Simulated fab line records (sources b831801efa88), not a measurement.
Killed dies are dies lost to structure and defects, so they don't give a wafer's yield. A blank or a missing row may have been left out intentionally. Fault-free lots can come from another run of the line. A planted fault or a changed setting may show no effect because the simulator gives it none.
The tool behind it: which one?	flow gf180mcu	Sampling: 12 lots, 36 wafers, 4 of 602 route steps

## WHAT EACH GAUGE READ, for each wafer
GF_MIM_THK_MEAS_06.
lot	measured	on	MIM_CVD_05_THK (nm)
L909	day 24 13:43	film-metro-01	41.4 41.3 42.5
L910	day 25 03:27	film-metro-04	41.5 42.2 41.7
L912	day 25 13:55	film-metro-04	42.0 42.0 42.1
L914	day 26 10:11	film-metro-02	44.8 43.4 42.4 44.7 43.3 42.4
L915	day 26 16:28	film-metro-04	41.6 44.4 42.2 41.5 44.4 42.2
L919	day 28 03:28	film-metro-04	41.6 42.1 42.5
L923	day 29 06:16	film-metro-01	41.7 41.7 42.7
L927	day 30 07:18	film-metro-01	41.4 42.3 41.8
L928	day 30 11:38	film-metro-02	41.8 42.7 42.6
L929	day 30 17:46	film-metro-02	42.3 42.8 42.7
L930	day 30 22:57	film-metro-01	42.0 42.5 42.0
L932	day 31 09:55	film-metro-01	40.7 41.2 41.5

## WHAT TOOL EACH LOT RAN ON (gives the tool, then ch and the chambers of the sampled wafers, and finally the start)
lot	GF_M4_SPUTTER_03	GF_V4_CMP_04	GF_MIM_CVD_05
L909	pvd-sputter-02, day 22 12:35	cmp-02 ch 1,3, day 23 12:49	pecvd-03 ch 0,1, day 24 13:41
L910	pvd-sputter-02, day 23 03:02	cmp-02 ch 0,1,2, day 24 02:48	pecvd-02 ch 0,2, day 25 03:24
L912	pvd-sputter-04, day 23 13:54	cmp-02 ch 0,1,3, day 24 14:06	pecvd-03 ch 0,1,2, day 25 13:53
L914	pvd-sputter-01, day 24 12:04	cmp-01 ch 0,2,3, day 25 11:07	pecvd-02 ch 0,1,2, day 26 10:08
L915	pvd-sputter-01, day 24 18:59	cmp-02 ch 0,2,3, day 25 17:35	pecvd-02 ch 0,1,2, day 26 16:26
L919	pvd-sputter-02, day 26 07:56	cmp-02 ch 1,2,3, day 27 05:38	pecvd-01 ch 0,2, day 28 03:25
L923	pvd-sputter-04, day 27 12:06	cmp-02 ch 0,2, day 28 08:37	pecvd-01 ch 0,1, day 29 06:14
L927	pvd-sputter-01, day 28 14:13	cmp-02 ch 0,1, day 29 10:31	pecvd-02 ch 0,2, day 30 07:14
L928	pvd-sputter-02, day 28 18:25	cmp-01 ch 0,1,2, day 29 14:47	pecvd-01 ch 0,2, day 30 11:35
L929	pvd-sputter-02, day 29 00:47	cmp-02 ch 1,2, day 29 21:05	pecvd-02 ch 2, day 30 17:40
L930	pvd-sputter-04, day 29 06:20	cmp-01 ch 1,2,3, day 30 02:16	pecvd-01 ch 0,1,2, day 30 22:53
L932	pvd-sputter-04, day 29 17:59	cmp-01 ch 0,1,3, day 30 13:32	pecvd-03 ch 0,1,2, day 31 09:52
- GF_M4_SPUTTER_03: material Ti, target thk 10 nm, time 6.7 s.
- GF_V4_CMP_04: polishes SiO2.
- GF_MIM_CVD_05: deposits Si3N4, target thk 42 nm, time 29.086 s.

## WHAT THE TOOLS THEMSELVES READ (means of the sampled wafers that have a number; where no wafer has one, the mark that the record gives instead)
GF_M4_SPUTTER_03.
lot	tool	throttle-valve-pct (%)
L909	pvd-sputter-02	29.2
L910	pvd-sputter-02	29.3
L912	pvd-sputter-04	30.2
L914	pvd-sputter-01	28.2
L915	pvd-sputter-01	28.1
L919	pvd-sputter-02	29.8
L923	pvd-sputter-04	29.6
L927	pvd-sputter-01	28.9
L928	pvd-sputter-02	29.2
L929	pvd-sputter-02	28.7
L930	pvd-sputter-04	29.9
L932	pvd-sputter-04	30.5

GF_V4_CMP_04.
lot	tool	edge-zone-pressure-frac	motor-current-A (A)	retaining-ring-pressure-frac	slurry-filter-dp-kPa (kPa)	time-to-endpoint-s (s)
L909	cmp-02	1.001	11.7	1.002	13.54	84
L910	cmp-02	0.999	11.9	0.995	13.52	84
L912	cmp-02	1.004	12.1	0.999	13.47	85
L914	cmp-01	0.996	10.5	0.997	13.45	84
L915	cmp-02	0.997	11.3	0.999	13.58	81
L919	cmp-02	0.999	11.0	1.005	13.57	79
L923	cmp-02	0.998	10.7	1.004	13.51	80
L927	cmp-02	1.001	12.6	0.999	13.69	86
L928	cmp-01	1.007	10.8	0.994	13.51	81
L929	cmp-02	0.996	12.1	0.997	13.49	80
L930	cmp-01	1.001	10.4	0.997	13.59	85
L932	cmp-01	1.001	10.9	1.003	13.49	80

GF_MIM_CVD_05.
lot	tool	heater-power-w (W)	susceptor-temp-C (C)
L909	pecvd-03	635	385.11
L910	pecvd-02	705	384.97
L912	pecvd-03	584	384.97
L914	pecvd-02	724	385.08
L915	pecvd-02	729	385.00
L919	pecvd-01	729	385.03
L923	pecvd-01	662	385.01
L927	pecvd-02	650	385.14
L928	pecvd-01	799	384.95
L929	pecvd-02	676	384.55
L930	pecvd-01	694	384.80
L932	pecvd-03	652	385.15

## THE ANSWER, worked out from the rows above alone
Rule: usual is defined by the lots themselves. Put in order of their means at a reading, lots are off if they are a third of the lots or fewer, leave a main group of 4 or more, and stand apart from it by a gap of 3 or more times the standard deviation of the main group's means; of several such gaps the widest counts. Not used: any main group whose means are identical at the precision the tables above print for the reading. Also off: a lot with no number at a reading for which 4 or more lots have one. Any other lot the step has rows for is counted as sound. The gauges are gone through in route order, then the tools' own readings, and for those a lot's mean is taken as printed above. At the first step where some lot is off, the reading lying furthest off is the one used; lots without a number count as furthest.
None of the lots is off at any reading shown; this tells nothing.

## WHAT THE SIMULATOR HAD INSERTED
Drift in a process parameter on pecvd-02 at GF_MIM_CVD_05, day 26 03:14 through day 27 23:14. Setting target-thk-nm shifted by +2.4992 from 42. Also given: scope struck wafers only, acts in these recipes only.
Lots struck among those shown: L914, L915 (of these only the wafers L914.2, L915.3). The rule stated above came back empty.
